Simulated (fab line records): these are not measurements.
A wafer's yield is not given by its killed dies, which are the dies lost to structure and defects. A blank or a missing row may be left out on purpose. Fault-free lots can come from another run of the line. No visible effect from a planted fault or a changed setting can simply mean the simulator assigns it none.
fab line records	flow sky130
record lots=6	wafers=18	lastDay=50
route steps=708 shown FIELD_ISO@1 PAD_OPEN@708
lots with no fault: from the same line, run without faults
startH: start of the lot's first displayed wafer, in hours after the record's first day	waitH: time in hours since the lot's previous step	" repeats the value in the row above	L1.1+2: a single row standing in for several wafers	- no value, or no start was given	* or withheld: withheld	< > ~ a bound
route shown NAME@n: names a module that has steps shown in the file, with the first one's number in the route	usual: mean/standard deviation taken from wafers without a fault	same: alike in all rows	chamber/n: place in a boat	sites: readings site by site	_std_site: the values' standard deviation	_edge_site: inner sites' mean taken away from outer sites' mean	radiusMm: for every site, how far away it sits from the centre of the wafer	mask NAME#n: copy n	behind: tool/chamber where the wafer was last shaped	hold: cause of the lot's hold/its duration in hours/its outcome	device: the transistor (n, p or np) that didn't switch	end of line: the route-end tests of the same wafers	a step with no rows: only its recipe	killed: at the first sort, the dies lost to defects and structure; wafer yield is something else	map: dies across one wafer; x = killed, . = not, _ = none there
set.NAME: the setting the step ran with; set.NAME@STEP: the setting that earlier step ran with	model.NAME: the simulator's own value behind a step, which no gauge read
lots at selected steps of the route; one table per step, one row per wafer
services: the hour from which a tool's chamber was out of use, counted from the record's first day as startH (under 0 if before that day), plus the number of hours and why
## steps
# step SKY_FIELD_ISO_BOW_MEAS_00
# recipe mode=bow
# usual INCOMING_BOW=1/6.5
lot.wafer	tool	chamber	startH	waitH	INCOMING_BOW[um]
L611.2	filmMetro-04	-	25.02	-	4
L611.3	"	-	"	"	2
L611.6	"	-	"	"	4
L620.1	filmMetro-04	-	70.00	-	-3
L620.2	"	-	"	"	-10
L620.4	"	-	"	"	13
L621.1	filmMetro-02	-	75.00	-	-4
L621.4	"	-	"	"	-2
L621.6	"	-	"	"	7
L624.1	filmMetro-04	-	90.00	-	-1
L624.4	"	-	"	"	4
L624.6	"	-	"	"	-5
L625.3	filmMetro-04	-	95.04	-	-1
L625.5	"	-	"	"	11
L625.6	"	-	"	"	6
L630.1	filmMetro-02	-	120.00	-	-3
L630.2	"	-	"	"	-3
L630.4	"	-	"	"	3
# step SKY_FIELD_ISO_OXIDATION_01
# recipe tempC=900	ambient=O2	stabiliseS=600	purgeS=300	targetThkA=120	oxTimeS=1843
# step SKY_FIELD_ISO_THK_MEAS_02
# recipe reads=SiO2_of_FIELD_ISO_OXIDATION_01
# usual FIELD_ISO_OXIDATION_00_THK=12.06/0.21
lot.wafer	tool	chamber	startH	waitH	FIELD_ISO_OXIDATION_00_THK[nm]
L611.2	filmMetro-02	-	27.33	0.0	12.12
L611.3	"	-	"	"	11.99
L611.6	"	-	"	"	12.32
L620.1	filmMetro-03	-	71.63	0.0	12.43
L620.2	"	-	"	"	12.31
L620.4	"	-	"	"	12.51
L621.1	filmMetro-04	-	77.86	0.0	12.09
L621.4	"	-	"	"	12.17
L621.6	"	-	"	"	11.98
L624.1	filmMetro-04	-	93.24	0.0	11.96
L624.4	"	-	"	"	11.68
L624.6	"	-	"	"	11.77
L625.3	filmMetro-04	-	98.18	0.0	11.91
L625.5	"	-	"	"	11.95
L625.6	"	-	"	"	12.00
L630.1	filmMetro-03	-	123.48	0.0	11.85
L630.2	"	-	"	"	11.99
L630.4	"	-	"	"	12.26
# step SKY_FIELD_ISO_CVD_03
# recipe material=Si3N4	precursor=DCS/NH3	targetThkNm=165	tempC=770	timeS=2830	pressureMtorr=250
# step SKY_FIELD_ISO_THK_MEAS_04
# recipe reads=Si3N4_of_FIELD_ISO_CVD_03
# usual FIELD_ISO_CVD_03_THK=165.1/1.9
lot.wafer	tool	chamber	startH	waitH	FIELD_ISO_CVD_03_THK[nm]
L611.2	filmMetro-04	-	30.98	0.0	165.5
L611.3	"	-	"	"	165.6
L611.6	"	-	"	"	165.0
L620.1	filmMetro-04	-	74.37	0.0	165.8
L620.2	"	-	"	"	166.1
L620.4	"	-	"	"	166.8
L621.1	filmMetro-02	-	81.81	0.0	163.6
L621.4	"	-	"	"	163.9
L621.6	"	-	"	"	162.2
L624.1	filmMetro-02	-	96.61	0.0	162.5
L624.4	"	-	"	"	163.0
L624.6	"	-	"	"	163.4
L625.3	filmMetro-03	-	100.02	0.0	164.4
L625.5	"	-	"	"	164.5
L625.6	"	-	"	"	164.7
L630.1	filmMetro-04	-	126.22	0.0	168.2
L630.2	"	-	"	"	167.6
L630.4	"	-	"	"	168.4
# step SKY_FIELD_ISO_DEHYDRATE_05
# recipe tempC=200	timeS=60
# step SKY_FIELD_ISO_HMDS_06
# recipe primeTimeS=60	primeTempC=120
# step SKY_FIELD_ISO_COAT_07
# recipe resist=BARC	tempC=withheld	timeS=withheld	spinRpm=3000	resistThkNm=60
# step SKY_FIELD_ISO_COAT_08
# recipe resist=KrF-thick	spinRpm=3000	resistThkNm=450
# step SKY_FIELD_ISO_SOFTBAKE_09
# recipe tempC=100	timeS=90	resist=KrF-thick
# step SKY_FIELD_ISO_EXPOSE_10
# recipe maskId=FOM	na=0.68	sourceShape=annular	sigmaInner=0.4	sigmaOuter=0.8	targetCdNm=150	doseMj=28
# usual exposureDoseMJCm2=27.992/0.03
lot.wafer	tool	chamber	startH	waitH	mask	exposureDoseMJCm2
L611.2	krfScanner-01	0	38.31	-	FOM#0	27.998
L611.3	"	0	"	"	FOM#0	27.986
L611.6	"	0	"	"	FOM#0	27.994
L620.1	krfScanner-02	0	82.94	-	FOM#0	28.024
L620.2	"	0	"	"	FOM#0	27.983
L620.4	"	0	"	"	FOM#0	27.963
L621.1	krfScanner-01	0	91.05	-	FOM#0	27.476
L621.4	"	0	"	"	FOM#0	27.501
L621.6	"	0	"	"	FOM#0	27.493
L624.1	krfScanner-01	0	105.33	-	FOM#0	26.987
L624.4	"	0	"	"	FOM#0	27.029
L624.6	"	0	"	"	FOM#0	27.025
L625.3	krfScanner-02	0	109.17	-	FOM#0	27.947
L625.5	"	0	"	"	FOM#0	27.928
L625.6	"	0	"	"	FOM#0	27.989
L630.1	krfScanner-02	0	136.55	-	FOM#0	27.952
L630.2	"	0	"	"	FOM#0	27.956
L630.4	"	0	"	"	FOM#0	27.964
# step SKY_FIELD_ISO_PEB_11
# recipe pebTempC=withheld	pebTimeS=withheld	resist=KrF-thick
# step SKY_FIELD_ISO_DEVELOP_12
# recipe developTimeS=60	resist=KrF-thick	devTempC=21
# step SKY_FIELD_ISO_CD_MEAS_13
# recipe targetCdNm=150
# usual cdNm=150.0/1.8
lot.wafer	tool	chamber	startH	waitH	cdNm
L611.2	cdSem-01	-	45.89	-	151.1
L611.3	"	-	"	"	151.7
L611.6	"	-	"	"	151.1
L620.1	cdSem-02	-	91.61	-	149.1
L620.2	"	-	"	"	148.1
L620.4	"	-	"	"	147.5
L621.1	cdSem-02	-	99.07	-	133.2
L621.4	"	-	"	"	114.1
L621.6	"	-	"	"	138.2
L624.1	cdSem-01	-	114.76	-	137.3
L624.4	"	-	"	"	136.4
L624.6	"	-	"	"	138.3
L625.3	cdSem-01	-	117.95	-	151.7
L625.5	"	-	"	"	150.4
L625.6	"	-	"	"	150.9
L630.1	cdSem-02	-	146.06	-	148.1
L630.2	"	-	"	"	148.3
L630.4	"	-	"	"	147.2
# step SKY_FIELD_ISO_ETCH_14
# recipe chemistry=N2/H2	target=BARC	ionEnergyEv=200	sourceW=500	biasW=100	pressureMtorr=30	n2FlowSccm=100	h2FlowSccm=200	stopOn=SiO2	timeS=45.9	targetDepthA=600
# usual drypumpMotorCurrentA=5.6/0.48	n2FlowSccm=99.98/0.29	oesProductAu=0.856/0.0046	throttleValvePct=13.225/0.0089
# same timeS=45.9
lot.wafer	tool	chamber	startH	waitH	drypumpMotorCurrentA	n2FlowSccm	oesProductAu	rfHoursCounterH	throttleValvePct	model.FIELD_ISO.cdNm
L611.2	rieDiel-02	3	45.99	0.1	4.8	99.26	0.851	2	13.241	150.9
L611.3	"	0	"	"	4.9	100.12	0.856	119	13.224	150.6
L611.6	"	0	"	"	5.0	100.22	0.859	-	13.217	150.1
L620.1	rieDiel-03	3	91.73	0.1	5.5	99.78	0.852	92	13.225	148.3
L620.2	"	0	"	"	5.4	100.00	0.854	5	13.225	147.7
L620.4	"	0	"	"	5.3	99.90	0.857	-	13.232	147.8
L621.1	rieDiel-02	3	99.19	0.1	4.9	99.85	0.860	3	13.218	132.8
L621.4	"	1	"	"	6.4	99.61	0.856	-	13.219	113.7
L621.6	"	3	"	"	4.8	99.93	0.853	-	13.246	137.5
L624.1	rieDiel-03	2	114.88	0.1	5.7	99.67	0.860	54	13.225	138.6
L624.4	"	1	"	"	6.0	99.63	0.857	66	13.210	137
L624.6	"	0	"	"	5.3	99.70	0.853	-	13.230	138.1
L625.3	rieDiel-03	1	118.03	0.1	6.0	99.80	0.856	66	13.212	152.3
L625.5	"	2	"	"	5.7	99.84	0.856	-	13.224	151
L625.6	"	1	"	"	6.0	100.00	0.852	-	13.231	151
L630.1	rieDiel-02	0	146.18	0.1	5.0	100.06	0.850	121	13.207	147.7
L630.2	"	1	"	"	6.4	100.46	0.855	0	13.226	148
L630.4	"	2	"	"	5.8	100.31	0.862	2	13.233	147
# step SKY_FIELD_ISO_ETCH_15
# recipe chemistry=CHF3/O2	targetDepthNm=180	stopOn=Si	sourceW=600	biasW=200	pressureMtorr=40	chf3FlowSccm=50	O2_flow_sccm=5	timeS=72
# usual drypumpMotorCurrentA=5.6/0.49	oesProductAu=0.947/0.0078	throttleValvePct=8.844/0.0093
# same timeS=72
lot.wafer	tool	chamber	startH	waitH	drypumpMotorCurrentA	oesProductAu	rfHoursCounterH	throttleValvePct
L611.2	rieDiel-02	3	46.03	0.0	4.8	0.949	2	8.847
L611.3	"	0	"	"	4.9	0.946	119	8.850
L611.6	"	0	"	"	4.9	0.940	-	8.825
L620.1	rieDiel-03	3	91.78	0.0	5.5	0.950	92	8.840
L620.2	"	0	"	"	5.3	0.950	5	8.858
L620.4	"	0	"	"	5.3	0.956	-	8.853
L621.1	rieDiel-02	3	99.26	0.0	4.8	0.939	3	8.849
L621.4	"	1	"	"	6.4	0.943	-	8.825
L621.6	"	3	"	"	4.8	0.931	-	8.859
L624.1	rieDiel-03	2	114.93	0.0	5.7	0.936	54	8.827
L624.4	"	1	"	"	6.0	0.944	66	8.843
L624.6	"	0	"	"	5.4	0.950	-	8.846
L625.3	rieDiel-03	1	118.08	0.0	6.0	0.951	66	8.844
L625.5	"	2	"	"	5.7	0.937	-	8.850
L625.6	"	1	"	"	6.0	0.943	-	8.837
L630.1	rieDiel-02	0	146.23	0.0	4.9	0.949	121	8.855
L630.2	"	1	"	"	6.5	0.954	0	8.841
L630.4	"	2	"	"	5.8	0.951	2	8.843
# step SKY_FIELD_ISO_STRIP_16
# recipe chemistry=O2/N2	powerW=1400	pressureMtorr=1500	platenTempC=withheld	o2FlowSccm=3000	n2FlowSccm=300	overashFraction=0.5
# usual drypumpMotorCurrentA=5.81/0.22	n2FlowSccm=299.8/0.82	oesProductAu=0.377/0.0048	stripTimeToEndpointS=3.55/0.035
lot.wafer	tool	chamber	startH	waitH	drypumpMotorCurrentA	n2FlowSccm	oesProductAu	rfHoursCounterH	stripTimeToEndpointS
L611.2	plasmaAsher-03	0	46.09	0.0	5.59	298.7	0.377	24	3.54
L611.3	"	0	"	"	5.57	298.8	0.379	-	3.51
L611.6	"	1	"	"	6.26	298.3	0.377	-	3.54
L620.1	plasmaAsher-01	1	91.85	0.0	5.69	301.1	0.374	40	3.53
L620.2	"	0	"	"	5.62	300.3	0.385	40	3.54
L620.4	"	1	"	"	5.71	299.7	0.385	-	3.56
L621.1	plasmaAsher-04	1	99.34	0.1	5.93	298.8	0.385	38	3.51
L621.4	"	0	"	"	5.93	299.8	0.383	-	3.56
L621.6	"	1	"	"	5.93	300.2	0.368	-	3.50
L624.1	plasmaAsher-01	0	114.98	0.0	5.65	300.0	0.381	43	3.51
L624.4	"	1	"	"	5.72	300.5	0.376	-	3.56
L624.6	"	1	"	"	5.73	300.0	0.366	-	3.57
L625.3	plasmaAsher-03	0	118.17	0.1	5.59	298.2	0.376	-	3.59
L625.5	"	1	"	"	6.26	302.1	0.375	-	3.54
L625.6	"	0	"	"	5.59	299.8	0.383	-	3.56
L630.1	plasmaAsher-03	0	146.28	0.0	5.57	299.7	0.382	35	3.54
L630.2	"	1	"	"	6.26	299.6	0.379	35	3.60
L630.4	"	0	"	"	5.61	299.8	0.375	-	3.59
# step SKY_FIELD_ISO_ETCH_17
# recipe targetDepthA=3420	maskMaterial=Si3N4	chemistry=HBr/Cl2/O2	target=Si	taperDeg=5	icpW=600	biasW=150	pressureMtorr=15	HBr_flow_sccm=150	Cl2_flow_sccm=40	O2_flow_sccm=6	timeS=97.7
# usual drypumpMotorCurrentA=5.8/0.54	heBacksideLeakSccm=2.70/0.3	oesProductAu=0.994/0.0099	throttleValvePct=25.660/0.011
# same timeS=97.7
lot.wafer	tool	chamber	startH	waitH	drypumpMotorCurrentA	heBacksideLeakSccm	oesProductAu	rfHoursCounterH	throttleValvePct	model.FIELD_ISO.cdNm
L611.2	rieSi-01	3	46.19	0.1	6.5	2.57	0.998	51	25.640	150.4
L611.3	"	0	"	"	5.5	2.88	0.993	34	25.671	150.4
L611.6	"	2	"	"	5.6	2.82	0.984	-	25.669	149.6
L620.1	rieSi-01	1	91.95	0.1	5.8	2.38	1.006	39	25.647	147.5
L620.2	"	2	"	"	5.6	2.96	0.994	70	25.650	146
L620.4	"	3	"	"	6.4	2.66	1.022	51	25.644	145.8
L621.1	rieSi-02	1	99.44	0.1	6.4	2.82	0.994	63	25.654	131.7
L621.4	"	3	"	"	6.0	2.56	0.979	70	25.662	115.7
L621.6	"	1	"	"	6.4	2.95	0.992	-	25.670	136.8
L624.1	rieSi-02	1	115.08	0.1	6.5	2.91	0.985	63	25.663	138.9
L624.4	"	0	"	"	5.5	2.82	0.987	66	25.661	137.3
L624.6	"	1	"	"	6.5	2.92	0.995	-	25.658	135.9
L625.3	rieSi-02	2	118.23	0.0	4.8	2.36	0.987	57	25.663	152.6
L625.5	"	2	"	"	4.8	2.32	0.991	-	25.657	151.7
L625.6	"	1	"	"	6.5	2.83	0.974	-	25.683	151
L630.1	rieSi-02	3	146.38	0.1	6.0	2.58	0.975	70	25.661	148.6
L630.2	"	1	"	"	6.4	2.90	0.994	63	25.652	147
L630.4	"	0	"	"	5.5	3.00	0.977	66	25.685	147.4
# step SKY_FIELD_ISO_WET_ETCH_18
# recipe chemistry=H3PO4	targetDepthNm=25	tempC=160	target=Si3N4	timeS=286
# step SKY_PAD_OPEN_PROBE_99
# usual killed_at_M0_to_M3=43/7.7	killed_at_M4_up=2.9/1.9	killedAtContacts=24/5.9	killedAtFrontEnd=16/5.1	killedAtOther=0.3/0.63	killedDies=86/10	killedOpen=47/7.6	killedShort=39/6.8
# same grossDies=492	killedAtBackSide=0
lot.wafer	tool	chamber	startH	waitH	killed_at_M0_to_M3	killed_at_M4_up	killedAtContacts	killedAtFrontEnd	killedAtOther	killedDies	killedOpen	killedShort
L611.2	prober-02	-	1085.17	0.1	45	1	29	13	0	88	34	54
L611.3	prober-02	-	1085.22	0.2	36	4	12	19	0	71	29	42
L611.6	prober-02	-	1085.37	0.2	30	1	25	11	0	67	45	22
L621.1	prober-02	-	1147.76	0.1	49	1	22	41	0	113	46	39
L621.4	prober-02	-	1147.91	0.2	41	0	26	411	1	479	41	44
L621.6	prober-02	-	1148.01	0.2	43	5	25	15	1	89	58	31
L624.1	prober-01	-	1161.89	0.1	46	5	23	14	1	89	45	44
L624.4	prober-01	-	1162.04	0.2	37	3	23	13	0	76	47	28
L624.6	prober-01	-	1162.14	0.2	47	5	21	15	0	88	45	42
L625.3	prober-02	-	1164.77	0.2	47	0	26	20	0	93	45	48
L625.5	prober-02	-	1164.87	0.2	35	4	24	14	0	77	38	38
L625.6	prober-02	-	1164.92	0.2	44	5	27	21	0	97	56	40
# killed by level:class
L611.2 METAL1:geometricParticle:short=11 CONTACT:geometricParticle:open=10 LOCAL_INTERCONNECT:geometricParticle:short=7 VIA1:geometricParticle:short=7 VIA3:geometricParticle:short=7 LI_CONTACT:geometricParticle:open=5 VIA1:geometricParticle:open=4 VIA2:geometricParticle:open=4
L611.3 VIA1:geometricParticle:open=6 METAL2:geometricParticle:short=6 VIA3:geometricParticle:open=6 CONTACT:geometricParticle:short=5 METAL3:geometricParticle:short=5 FIELD_ISO:geometricParticle:short=4 POLY_GATE:geometricParticle:short=4 POLY_GATE:geometricParticle:open=4
L611.6 VIA1:geometricParticle:open=12 CONTACT:geometricParticle:open=10 LI_CONTACT:geometricParticle:open=7 VIA2:geometricParticle:open=5 LI_CONTACT:geometricParticle:short=4 VIA1:geometricParticle:short=4 POLY_GATE:geometricParticle:open=3 POLY_GATE:geometricParticle:short=3
L621.1 FIELD_ISO:areaExpose=28 VIA1:geometricParticle:open=8 LI_CONTACT:geometricParticle:open=8 VIA3:geometricParticle:open=8 VIA1:geometricParticle:short=7 METAL1:geometricParticle:short=7 VIA2:geometricParticle:open=7 FIELD_ISO:geometricParticle:short=6
L621.4 FIELD_ISO:areaExpose=394 METAL2:geometricParticle:short=8 VIA3:geometricParticle:open=7 VIA1:geometricParticle:open=7 LI_CONTACT:geometricParticle:open=6 CONTACT:geometricParticle:open=6 VIA1:geometricParticle:short=6 CONTACT:geometricParticle:short=5
L621.6 VIA1:geometricParticle:open=14 LI_CONTACT:geometricParticle:open=10 FIELD_ISO:geometricParticle:open=7 CONTACT:geometricParticle:open=7 VIA2:geometricParticle:open=6 CONTACT:geometricParticle:short=5 METAL1:geometricParticle:short=5 METAL4:geometricParticle:short=5
L624.1 VIA1:geometricParticle:open=9 VIA3:geometricParticle:open=9 LI_CONTACT:geometricParticle:open=8 METAL1:geometricParticle:short=8 CONTACT:geometricParticle:open=7 FIELD_ISO:geometricParticle:short=4 LI_CONTACT:geometricParticle:short=4 VIA1:geometricParticle:short=4
L624.4 CONTACT:geometricParticle:open=12 VIA2:geometricParticle:open=9 LI_CONTACT:geometricParticle:open=6 VIA1:geometricParticle:open=6 VIA3:geometricParticle:open=6 POLY_GATE:geometricParticle:short=4 METAL1:geometricParticle:short=4 CONTACT:geometricParticle:short=3
L624.6 LI_CONTACT:geometricParticle:open=7 METAL1:geometricParticle:short=7 VIA1:geometricParticle:open=7 METAL2:geometricParticle:short=7 VIA2:geometricParticle:open=6 FIELD_ISO:geometricParticle:open=5 VIA3:geometricParticle:open=5 CONTACT:geometricParticle:open=5
L625.3 VIA1:geometricParticle:open=11 LI_CONTACT:geometricParticle:open=9 CONTACT:geometricParticle:open=6 METAL2:geometricParticle:short=6 VIA2:geometricParticle:open=6 FIELD_ISO:geometricParticle:short=5 FIELD_ISO:geometricParticle:open=5 VIA1:geometricParticle:short=5
L625.5 VIA1:geometricParticle:open=11 CONTACT:geometricParticle:open=8 METAL2:geometricParticle:short=6 LI_CONTACT:geometricParticle:open=5 VIA2:geometricParticle:open=5 FIELD_ISO:geometricParticle:short=4 LI_CONTACT:geometricParticle:short=4 CONTACT:geometricParticle:short=4
L625.6 VIA1:geometricParticle:open=18 CONTACT:geometricParticle:open=9 FIELD_ISO:geometricParticle:short=7 VIA3:geometricParticle:open=7 VIA2:geometricParticle:open=6 CONTACT:geometricParticle:short=5 POLY_GATE:geometricParticle:open=5 LI_CONTACT:geometricParticle:open=5
# map L621.4 (x killed, . not)
__________xxxxxxxxxx_________
________xxxxxxxxxxxxxx_______
______xxxxxxxxxxxxxxxxxx_____
_____xxxxxxxxxxxxxxxxxxxx____
____xxxxxxxxxxxxxxxxxxxxxx___
___xx.xxxxxxxxxxxxxxxxxxxxx__
__xxxxxxxxxxxxxxxxxxxxxxxxxx_
_xxxxx.xxxxxxxxxxxxxxxxxxxxxx
_.xxxxxxxxxxxxxxxxxxxxxxxxxxx
_xxxxxxxxxxxxxxxxxxxxxxxxxxxx
_x.xxxxxxxxxxxxxxxxxxxxxxxxxx
_xxxxxxxxxxxxxxxxxxxxxxxxxxxx
_xx.xxxxxxxxxxxxxxxxxxxxxxxxx
_x.xxxxxxxxxxxxxxxxxxxxxxxxxx
_.x.xxxxxxxxxxxxxxxxxxxxxxxxx
__xxxxx..xxxxxxxxxxxxxxxxxxx_
___xxxx.xxxxxxxxxxxxxxxxxxx__
____xxxxxxxxxxxxxxxxxxxxxx___
_____xxxxxxxxxxxxxxxxxxxx____
______.xxxxxxxxxxxxxxxxx_____
________xxxxxxxxxxxxxx_______
__________.xxxxxxxxx_________
# map L624.1 (x killed, . not)
__________......x..._________
________....x......xx._______
______..x.xx....xxx...x._____
_____...x.....x.........x____
____.x.x..x...x.........x.___
___...x..x.x.x...x.......x.__
__..x...x.........x..x.xxx.._
_.x..xx........x.............
_.........x.....x......x...x.
_..x.x.....x.......x.........
_..x..x.x........x.x..x..x...
_....x.x....................x
_......xx..xx.......x...x....
_......................x.....
_.....x..................x...
__.....x.......x.x....xxx.x._
___x.x....xxx......x.......__
____....x..x..x...........___
_____x.x.......x.x.......____
______x.......x.x......._____
________..x..........._______
__________.x..x....._________
## services
tool	chamber	startH	hours	kind
rieDiel-03	0	19.62	10.6	repair
krfScanner-01	-	33.03	1.3	pm
krfScanner-01	0	37.40	-	calibration
krfScanner-02	-	49.12	1.0	pm
rieSi-01	-	53.06	2.8	pm
plasmaAsher-04	-	67.13	30.5	repair
krfScanner-01	-	70.14	1.0	pm
rieDiel-02	2	75.84	26.5	repair
krfScanner-01	-	79.48	1.2	repair
rieSi-02	0	84.28	4.0	repair
rieDiel-02	1	85.87	7.2	repair
krfScanner-01	-	86.57	0.7	repair
rieDiel-03	2	91.33	8.7	repair
rieDiel-02	0	94.74	20.7	repair
plasmaAsher-04	-	108.75	9.0	pm
plasmaAsher-04	0	108.75	9.0	ventCycle
rieDiel-02	1	115.43	-	clean
rieDiel-02	1	115.43	19.4	scheduledDown
rieDiel-02	1	115.43	19.4	ventCycle
krfScanner-02	-	115.54	1.3	pm
rieSi-01	1	131.73	6.1	repair
krfScanner-02	0	137.88	-	calibration
krfScanner-01	-	139.51	0.8	pm
krfScanner-02	-	145.18	2.4	repair
## key
firstSign step=SKY_FIELD_ISO_EXPOSE_10	reading=exposureDoseMJCm2	direction=down	sigmas=25	usual=*	struck=*
effect step=SKY_FIELD_ISO_CD_MEAS_13	reading=cdNm	direction=down	sigmas=9.8	usual=150.0	struck=132.9	through=controlLoop
effect step=SKY_PAD_OPEN_PROBE_99	reading=killedAtFrontEnd	direction=up	sigmas=14	usual=16	struck=85	wafersMoved=2
modelEffect step=SKY_FIELD_ISO_ETCH_14	value=FIELD_ISO.cdNm	without=151.9	struck=133
modelEffect step=SKY_FIELD_ISO_ETCH_17	value=FIELD_ISO.cdNm	without=151.7	struck=132.7
moreKillsBornAt SKY_FIELD_ISO_EXPOSE_10@krfScanner-01=424
metAt SKY_FIELD_ISO_EXPOSE_10
struckWafers L621.1,L621.4,L621.6,L624.1,L624.4,L624.6
laterRowsLeftOut L621.4
testerLeftOut L621,L624
loopTrim step=SKY_FIELD_ISO_EXPOSE_10	setting=dose	lots=L621,L624
onsetBetween 38.31 91.05
fault kind=processParameterDrift	tool=krfScanner-01	chamber=-	onsetH=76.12	steps=SKY_FIELD_ISO_EXPOSE_10	channel=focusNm	offset=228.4	spreadByWafer=0.3	shape=step	endH=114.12
# testerLeftOut: of these lots the tester's yield and bins aren't shown, on N5 and GAA mostly nor the transistor test; their killed dies are dies lost to structure and defects alone, not to doping, threshold or leakage, so they don't give the yield
# laterRowsLeftOut: the simulator's readings of these wafers behind a module that went badly wrong aren't trusted and aren't shown, but for the sort
# loopTrim: a control loop set the setting to another value than it would have without faults
